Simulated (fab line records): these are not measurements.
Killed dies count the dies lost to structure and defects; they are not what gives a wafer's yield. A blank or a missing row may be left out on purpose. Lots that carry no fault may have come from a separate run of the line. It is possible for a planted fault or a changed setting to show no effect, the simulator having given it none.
The tool behind it: which one? / flow sky130 / 11 lots, 33 wafers sampled, at 5 steps of a route of 708

## WHAT EACH GAUGE READ, for each wafer
SKY_POLY_GATE_CD_MEAS_22. Usual: 150 nm for cdNm, sd 3.2.
lot=L613; measured=day 17 00:50; on=cdSem-01; cdNm (nm)=149 150 154; flag=
lot=L616; measured=day 17 22:10; on=cdSem-01; cdNm (nm)=146 144 148; flag=
lot=L617; measured=day 18 06:50; on=cdSem-02; cdNm (nm)=151 155 155; flag=
lot=L619; measured=day 19 07:14; on=cdSem-01; cdNm (nm)=151 145 150; flag=
lot=L620; measured=day 19 14:32; on=cdSem-02; cdNm (nm)=150 150 153; flag=
lot=L622; measured=day 20 04:49; on=cdSem-01; cdNm (nm)=153 153 153; flag=
lot=L630; measured=day 23 07:04; on=cdSem-01; cdNm (nm)=151 147 148; flag=
lot=L631; measured=day 23 11:54; on=cdSem-01; cdNm (nm)=152 156 155; flag=
lot=L632; measured=day 24 16:38; on=cdSem-01; cdNm (nm)=149 149 146; flag=
lot=L635; measured=day 25 09:11; on=cdSem-01; cdNm (nm)=152 145 150; flag=
lot=L634; measured=day 25 10:46; on=cdSem-02; cdNm (nm)=147 153 151; flag=

SKY_LDD_HVP_OVL_MEAS_07. Usual: for LDD_HVP_OVL the level is -0.3 nm and the standard deviation is 1.2.
lot=L613; measured=day 22 04:43; on=overlay-01; LDD_HVP_OVL (nm)=-0.9 -1.6 -1.7; flag=
lot=L616; measured=day 23 00:25; on=overlay-01; LDD_HVP_OVL (nm)=-1.6 -2.2 -1.1; flag=
lot=L617; measured=day 23 11:33; on=overlay-01; LDD_HVP_OVL (nm)=-1.4 0.3 -1.3; flag=
lot=L619; measured=day 24 11:22; on=overlay-02; LDD_HVP_OVL (nm)=-0.9 -2.0 -0.3; flag=
lot=L620; measured=day 24 18:37; on=overlay-01; LDD_HVP_OVL (nm)=- - -; flag=OFF
lot=L622; measured=day 25 06:51; on=overlay-01; LDD_HVP_OVL (nm)=-0.1 2.6 1.3; flag=
lot=L630; measured=day 28 05:54; on=overlay-01; LDD_HVP_OVL (nm)=-0.1 1.3 -0.4; flag=
lot=L631; measured=day 28 09:39; on=overlay-01; LDD_HVP_OVL (nm)=-1.2 -1.4 -1.0; flag=
lot=L632; measured=day 29 13:13; on=overlay-02; LDD_HVP_OVL (nm)=1.0 -0.8 -1.2; flag=
lot=L635; measured=day 30 05:22; on=overlay-02; LDD_HVP_OVL (nm)=0.0 0.1 -0.4; flag=
lot=L634; measured=day 30 07:25; on=overlay-02; LDD_HVP_OVL (nm)=0.9 2.5 -0.2; flag=

SKY_LDD_HVP_TW_MEAS_10. Usual: for LDD_HVP_TW the level is 460 and the standard deviation is 4.5.
lot=L613; measured=day 22 05:00; on=filmMetro-02; LDD_HVP_TW=459 463 463; flag=
lot=L616; measured=day 23 00:42; on=filmMetro-01; LDD_HVP_TW=464 465 465; flag=
lot=L617; measured=day 23 11:50; on=filmMetro-03; LDD_HVP_TW=456 454 453; flag=
lot=L619; measured=day 24 11:39; on=filmMetro-02; LDD_HVP_TW=462 461 464; flag=
lot=L620; measured=day 24 18:55; on=filmMetro-02; LDD_HVP_TW=30 30 30 30 30 30; flag=OFF
lot=L622; measured=day 25 07:08; on=filmMetro-02; LDD_HVP_TW=462 460 460; flag=
lot=L630; measured=day 28 06:11; on=filmMetro-01; LDD_HVP_TW=467 467 466; flag=
lot=L631; measured=day 28 09:56; on=filmMetro-03; LDD_HVP_TW=453 452 452; flag=
lot=L632; measured=day 29 13:30; on=filmMetro-01; LDD_HVP_TW=467 466 463; flag=
lot=L635; measured=day 30 05:39; on=filmMetro-02; LDD_HVP_TW=456 457 457; flag=
lot=L634; measured=day 30 07:41; on=filmMetro-01; LDD_HVP_TW=462 465 463; flag=

## EACH LOT AND THE TOOL THAT RAN IT (in order: tool; ch and the chambers of the sampled wafers; start)
lot=L613; SKY_LDD_P_STRIP_10=plasmaAsher-03 ch 0,1, day 19 14:19; SKY_LDD_HVP_EXPOSE_04=ilineStepper-01 ch 0, day 21 13:09
lot=L616; SKY_LDD_P_STRIP_10=plasmaAsher-02 ch 0,1, day 20 11:05; SKY_LDD_HVP_EXPOSE_04=ilineStepper-02 ch 0, day 22 09:19
lot=L617; SKY_LDD_P_STRIP_10=plasmaAsher-04 ch 0,1, day 20 22:19; SKY_LDD_HVP_EXPOSE_04=ilineStepper-02 ch 0, day 22 20:16
lot=L619; SKY_LDD_P_STRIP_10=plasmaAsher-03 ch 1, day 21 22:43; SKY_LDD_HVP_EXPOSE_04=ilineStepper-02 ch 0, day 23 21:01
lot=L620; SKY_LDD_P_STRIP_10=plasmaAsher-02 ch 0,1, day 22 06:16; SKY_LDD_HVP_EXPOSE_04=ilineStepper-01 ch 0, day 24 03:18
lot=L622; SKY_LDD_P_STRIP_10=plasmaAsher-03 ch 0,1, day 22 19:34; SKY_LDD_HVP_EXPOSE_04=ilineStepper-02 ch 0, day 24 16:14
lot=L630; SKY_LDD_P_STRIP_10=plasmaAsher-02 ch 1, day 25 20:22; SKY_LDD_HVP_EXPOSE_04=ilineStepper-01 ch 0, day 27 16:12
lot=L631; SKY_LDD_P_STRIP_10=plasmaAsher-04 ch 0,1, day 26 00:40; SKY_LDD_HVP_EXPOSE_04=ilineStepper-01 ch 0, day 27 19:39
lot=L632; SKY_LDD_P_STRIP_10=plasmaAsher-03 ch 0,1, day 27 04:44; SKY_LDD_HVP_EXPOSE_04=ilineStepper-01 ch 0, day 28 23:53
lot=L635; SKY_LDD_P_STRIP_10=plasmaAsher-04 ch 0,1, day 27 20:38; SKY_LDD_HVP_EXPOSE_04=ilineStepper-02 ch 0, day 29 15:12
lot=L634; SKY_LDD_P_STRIP_10=plasmaAsher-04 ch 0,1, day 27 22:05; SKY_LDD_HVP_EXPOSE_04=ilineStepper-02 ch 0, day 29 17:34
- SKY_LDD_P_STRIP_10: strips in O2/N2.
- SKY_LDD_HVP_EXPOSE_04: exposes mask HVPTM, target cd 700 nm.

## WHAT THE TOOLS THEMSELVES READ (means of the sampled wafers that have a number; where no wafer has one, the mark that the record gives instead)
SKY_LDD_P_STRIP_10. Usual: drypumpMotorCurrentA 5.79 A, standard deviation 0.25; oesProductAu 0.715 a.u., standard deviation 0.0047; stripTimeToEndpointS 14.15 s, standard deviation 0.032.
lot=L613; tool=plasmaAsher-03; drypumpMotorCurrentA (A)=5.82; oesProductAu (a.u.)=0.714; stripTimeToEndpointS (s)=14.13; flag=
lot=L616; tool=plasmaAsher-02; drypumpMotorCurrentA (A)=5.68; oesProductAu (a.u.)=0.719; stripTimeToEndpointS (s)=14.15; flag=
lot=L617; tool=plasmaAsher-04; drypumpMotorCurrentA (A)=5.81; oesProductAu (a.u.)=0.717; stripTimeToEndpointS (s)=14.12; flag=
lot=L619; tool=plasmaAsher-03; drypumpMotorCurrentA (A)=5.73; oesProductAu (a.u.)=0.713; stripTimeToEndpointS (s)=14.14; flag=
lot=L620; tool=plasmaAsher-02; drypumpMotorCurrentA (A)=5.89; oesProductAu (a.u.)=0.719; stripTimeToEndpointS (s)=14.15; flag=
lot=L622; tool=plasmaAsher-03; drypumpMotorCurrentA (A)=5.96; oesProductAu (a.u.)=0.710; stripTimeToEndpointS (s)=14.17; flag=
lot=L630; tool=plasmaAsher-02; drypumpMotorCurrentA (A)=5.47; oesProductAu (a.u.)=0.716; stripTimeToEndpointS (s)=14.13; flag=
lot=L631; tool=plasmaAsher-04; drypumpMotorCurrentA (A)=5.80; oesProductAu (a.u.)=0.717; stripTimeToEndpointS (s)=14.16; flag=
lot=L632; tool=plasmaAsher-03; drypumpMotorCurrentA (A)=5.82; oesProductAu (a.u.)=0.718; stripTimeToEndpointS (s)=14.14; flag=
lot=L635; tool=plasmaAsher-04; drypumpMotorCurrentA (A)=5.82; oesProductAu (a.u.)=0.714; stripTimeToEndpointS (s)=14.20; flag=
lot=L634; tool=plasmaAsher-04; drypumpMotorCurrentA (A)=5.80; oesProductAu (a.u.)=0.714; stripTimeToEndpointS (s)=14.18; flag=

SKY_LDD_HVP_EXPOSE_04. Usual: 85.98 for exposureDoseMJCm2, sd 0.096.
lot=L613 tool=ilineStepper-01 exposureDoseMJCm2=86.07 flag=
lot=L616 tool=ilineStepper-02 exposureDoseMJCm2=85.99 flag=
lot=L617 tool=ilineStepper-02 exposureDoseMJCm2=85.92 flag=
lot=L619 tool=ilineStepper-02 exposureDoseMJCm2=85.96 flag=
lot=L620 tool=ilineStepper-01 exposureDoseMJCm2=86.01 flag=
lot=L622 tool=ilineStepper-02 exposureDoseMJCm2=85.96 flag=
lot=L630 tool=ilineStepper-01 exposureDoseMJCm2=85.96 flag=
lot=L631 tool=ilineStepper-01 exposureDoseMJCm2=85.96 flag=
lot=L632 tool=ilineStepper-01 exposureDoseMJCm2=85.99 flag=
lot=L635 tool=ilineStepper-02 exposureDoseMJCm2=86.11 flag=
lot=L634 tool=ilineStepper-02 exposureDoseMJCm2=85.94 flag=

## THE ANSWER, worked out from the rows above alone
Rule: lot off if the mean of its wafers having a number is beyond 3 standard deviations from the usual mean. Also off: a lot with no number at a reading for which 4 or more lots have one. Any other lot the step has rows for is counted as sound. First the gauges in route order, then the tools' own readings, where a lot's mean is used as printed above. At the first step where some lot is off, the reading lying furthest off is the one used; lots without a number count as furthest.
Off: L620, at SKY_LDD_HVP_OVL_MEAS_07 (LDD_HVP_OVL). Without a number there: L620.
A tool fits if, at a process step before that reading, it ran every lot that is off, and no sound lot after the first of them. The gauges at SKY_LDD_HVP_OVL_MEAS_07 aren't tried: what is off there is off at SKY_LDD_HVP_TW_MEAS_10 too, on other tools, and a gauge's error can't cause that. None of those tried fits.

## WHAT WAS PUT IN BY THE SIMULATOR
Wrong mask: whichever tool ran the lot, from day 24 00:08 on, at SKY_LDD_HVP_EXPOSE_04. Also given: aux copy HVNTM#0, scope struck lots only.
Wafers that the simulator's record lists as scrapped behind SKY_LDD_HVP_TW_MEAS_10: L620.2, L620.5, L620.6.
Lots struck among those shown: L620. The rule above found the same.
